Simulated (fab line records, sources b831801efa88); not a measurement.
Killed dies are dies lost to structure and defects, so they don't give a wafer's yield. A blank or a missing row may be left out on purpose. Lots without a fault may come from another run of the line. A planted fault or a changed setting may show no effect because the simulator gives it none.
Which tool did it? | flow sky130 | 11 lots, 33 wafers sampled, at 2 steps of a route of 708

WHAT THE GAUGES READ, wafer by wafer
SKY_METAL5_THK_MEAS_06: measures by xrf. Usual: METAL5_ALCU_THK 1157 nm, standard deviation 10.
lot  | measured     | on            | METAL5_ALCU_THK (nm) | flag
L133 | day 42 10:40 | film_metro-03 | 1156 1177 1165       |
L134 | day 43 11:26 | film_metro-03 | 1155 1170 1156       |
L138 | day 44 23:50 | film_metro-03 | 1149 1150 1138       |
L139 | day 45 02:46 | film_metro-04 | 1179 1190 1171       |
L142 | day 45 04:37 | film_metro-04 | 1156 1157 1151       |
L141 | day 45 07:10 | film_metro-04 | 1145 1141 1144       |
L146 | day 46 11:15 | film_metro-02 | 1143 1144 1154       |
L148 | day 46 20:11 | film_metro-03 | 1167 1166 1171       |
L151 | day 48 00:47 | film_metro-04 | 1163 1157 1170       |
L153 | day 48 10:28 | film_metro-02 | 1149 1150 1148       |
L155 | day 48 12:05 | film_metro-02 | 1156 1160 1162       |

WHICH TOOL RAN EACH LOT (tool, then ch and the chambers of the sampled wafers, then the start)
lot  | SKY_LDD_LDN_STRIP_12
L133 | plasma_asher-02 ch 0,1, day 22 10:05
L134 | plasma_asher-03 ch 0,1, day 23 01:33
L138 | plasma_asher-02 ch 1, day 25 17:28
L139 | plasma_asher-02 ch 0,1, day 25 21:11
L142 | plasma_asher-02 ch 0,1, day 26 01:56
L141 | plasma_asher-03 ch 1, day 26 03:08
L146 | plasma_asher-02 ch 0,1, day 27 17:47
L148 | plasma_asher-03 ch 0,1, day 28 05:17
L151 | plasma_asher-02 ch 0,1, day 29 20:40
L153 | plasma_asher-03 ch 0,1, day 30 09:44
L155 | plasma_asher-02 ch 0,1, day 30 12:37
- SKY_LDD_LDN_STRIP_12: strips in O2/N2.

WHAT THE TOOLS THEMSELVES READ (means of the sampled wafers that have a number; where no wafer has one, the mark that the record gives instead)
SKY_LDD_LDN_STRIP_12. Usual: chamber_pressure_mTorr 1499.9 mTorr, standard deviation 1.3; drypump_motor_current_A 5.7 A, standard deviation 0.35; oes_product_au 0.715 a.u., standard deviation 0.004; strip_time_to_endpoint_s 14.19 s, standard deviation 0.038.
lot  | tool            | chamber_pressure_mTorr (mTorr) | drypump_motor_current_A (A) | oes_product_au (a.u.) | strip_time_to_endpoint_s (s) | flag
L133 | plasma_asher-02 | 1500.2                         | 5.6                         | 0.714                 | 14.18                        |
L134 | plasma_asher-03 | 1499.6                         | 5.9                         | 0.713                 | 14.21                        |
L138 | plasma_asher-02 | 1499.3                         | 5.9                         | 0.714                 | 14.25                        |
L139 | plasma_asher-02 | 1499.4                         | 5.6                         | 0.720                 | 14.17                        |
L142 | plasma_asher-02 | 1500.7                         | 5.6                         | 0.718                 | 14.17                        |
L141 | plasma_asher-03 | 1500.5                         | 5.8                         | 0.714                 | 14.22                        |
L146 | plasma_asher-02 | 1501.3                         | 5.6                         | 0.716                 | 14.19                        |
L148 | plasma_asher-03 | 1500.8                         | 5.9                         | 0.718                 | 14.22                        |
L151 | plasma_asher-02 | 1500.1                         | 5.4                         | 0.712                 | 14.15                        |
L153 | plasma_asher-03 | 1497.5                         | 6.1                         | 0.715                 | 14.23                        |
L155 | plasma_asher-02 | 1500.6                         | 5.6                         | 0.715                 | 14.21                        |

THE ANSWER, worked out from the rows above alone
Rule: a lot is off if the mean of its wafers that have a number lies more than 3 standard deviations from the usual mean. A lot without any number at a reading at which 4 lots or more have one is off too. The other lots that the step has rows for count as sound. The gauges are gone through in route order, then the tools' own readings, and for those a lot's mean is taken as printed above. The first step at which some lot is off is used, and at that step the reading that is off furthest; a lot without a number counts as furthest.
No lot is off at any reading shown: from this, nothing can be told.

WHAT THE SIMULATOR HAD PUT IN
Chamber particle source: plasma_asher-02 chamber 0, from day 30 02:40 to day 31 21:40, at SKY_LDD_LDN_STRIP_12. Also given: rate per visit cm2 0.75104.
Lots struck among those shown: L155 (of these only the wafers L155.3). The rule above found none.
